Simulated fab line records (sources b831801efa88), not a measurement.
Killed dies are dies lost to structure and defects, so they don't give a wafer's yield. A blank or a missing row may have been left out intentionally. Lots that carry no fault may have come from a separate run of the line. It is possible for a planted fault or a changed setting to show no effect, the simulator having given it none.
Code-filled problem report in 8D (eight disciplines) form | flow sky130 | the parts of the form that need people (team, actions taken, sign-off) are left out

## 1. THE ISSUE
SD_N_TW at SKY_SD_N_TW_MEAS_12 reads a mean of 30 on 3 wafers of 1 lot; wafers without a fault read 4001 with a standard deviation of 25. That is -99 or more standard deviations from the usual mean.
Seen first at day 31 08:08 on film-metro-02, wafer L499.3. The record holds 39 wafers of 13 lots with a number at this step. By rule, "out" or "out of limits" means more than 4 standard deviations away from the usual mean. The rest of the wafers with a number are treated as sound.

## 2. WHAT THIS IS AND IS NOT
question                    | is                     | is not
which readings at this step | SD_N_TW                | -
which lots                  | L499                   | L489, L490, L492, L503, L505, L506, L507, L508, L509, L510, L511, L512
which wafers of those lots  | all that have a number | -
read on which gauges        | film-metro-02          | film-metro-01, film-metro-03
when                        | from day 31 08:08      | up to then (9 sound wafers); but 27 sound wafers of L503, L505, L506, L507, L508, L509, L510, L511, L512 came after

## 3. THE SUSPECTS, EACH WITH WHAT RULES IT OUT
Counting: a tool at any process step up to the reading remains a suspect when it ran all the lots that are out and ran no sound lot after the first of those.
- ruled out: the gauge at SKY_SD_N_TW_MEAS_12. All the wafers that are out were read on film-metro-02, but those of them that SKY_RES_XHIGH_STRIP_08 has rows for are out there too, on other tools.
- plasma-asher-03 at SKY_LDD_LDN_STRIP_12 (strips in O2/N2): ruled out as a lasting fault. Following L499 (day 26 10:59), the first lot on it that is out, the sound lots L505, L506, L508, L511 were run on it.
- plasma-asher-01 at SKY_RES_XHIGH_STRIP_08 (strips in O2/N2): kept. It ran the lot that is out, L499 (day 30 04:26), and no sound lot after that; its last sound lot up to then is L492 (day 27 11:59). On those wafers its own readings are out: oes-product-au.
- plasma-asher-03 at SKY_SD_N_STRIP_11 (strips in O2/N2): ruled out as a lasting fault. Following L499 (day 31 08:03), the first lot on it that is out, the sound lots L509, L510, L511 were run on it.
The count leaves plasma-asher-01 at SKY_RES_XHIGH_STRIP_08.

## 4. THE CAUSE (what the simulator had put in)
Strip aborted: plasma-asher-01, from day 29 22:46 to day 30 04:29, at SKY_RES_XHIGH_STRIP_08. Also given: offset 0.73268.
The count eliminated every tool but this one.

## 5. THE EFFECT CHAIN, in route order
One row per reading whose mean, taken over the struck wafers that have a number, lies over 3 standard deviations from the usual. Scope: only readings with a usual standard deviation given in the record; hours: median across lots of the time from each lot's start at the first step in this table that gives one to its start at this step; sigmas: change in usual standard deviations.
hours | step                   | reading                  | usual      | on struck wafers | change | sigmas
0     | SKY_RES_XHIGH_STRIP_08 | oes-product-au           | 0.711 a.u. | 0.908            | +0.197 | +46
28    | SKY_SD_N_STRIP_11      | oes-product-au           | 0.527 a.u. | 0.579            | +0.052 | +13
28    | SKY_SD_N_STRIP_11      | strip-time-to-endpoint-s | 22.56 s    | 30.85            | +8.29  | +99 or more
28    | SKY_SD_N_TW_MEAS_12    | SD_N_TW                  | 4001       | 30               | -3971  | -99 or more
It contains these process steps:
- SKY_RES_XHIGH_STRIP_08: strips in O2/N2.
- SKY_SD_N_STRIP_11: strips in O2/N2.
Readings that are blank on the struck wafers while sound wafers have them: strip-time-to-endpoint-s at SKY_RES_XHIGH_STRIP_08.
Later measuring or inspecting steps at which every struck wafer that the step has a row for has a number for every such reading, and none has moved that far: SKY_LI_CONTACT_BOW_MEAS_03.

## 6. HOW IT WOULD HAVE BEEN CAUGHT EARLIER
Counted from the fault's start at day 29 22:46, it took 33 hours until the first out-of-limits reading at a measuring or inspecting step in this record, taken at day 31 08:08.
The tool's own readings at SKY_RES_XHIGH_STRIP_08 were out on every struck wafer that the step has a row for (oes-product-au): an alarm limit on them would have fired on the first of those.
All the lots that are out (1) had begun SKY_RES_XHIGH_STRIP_08 on plasma-asher-01 by day 31 08:08. Holding the tool at that point would not have protected any of them.
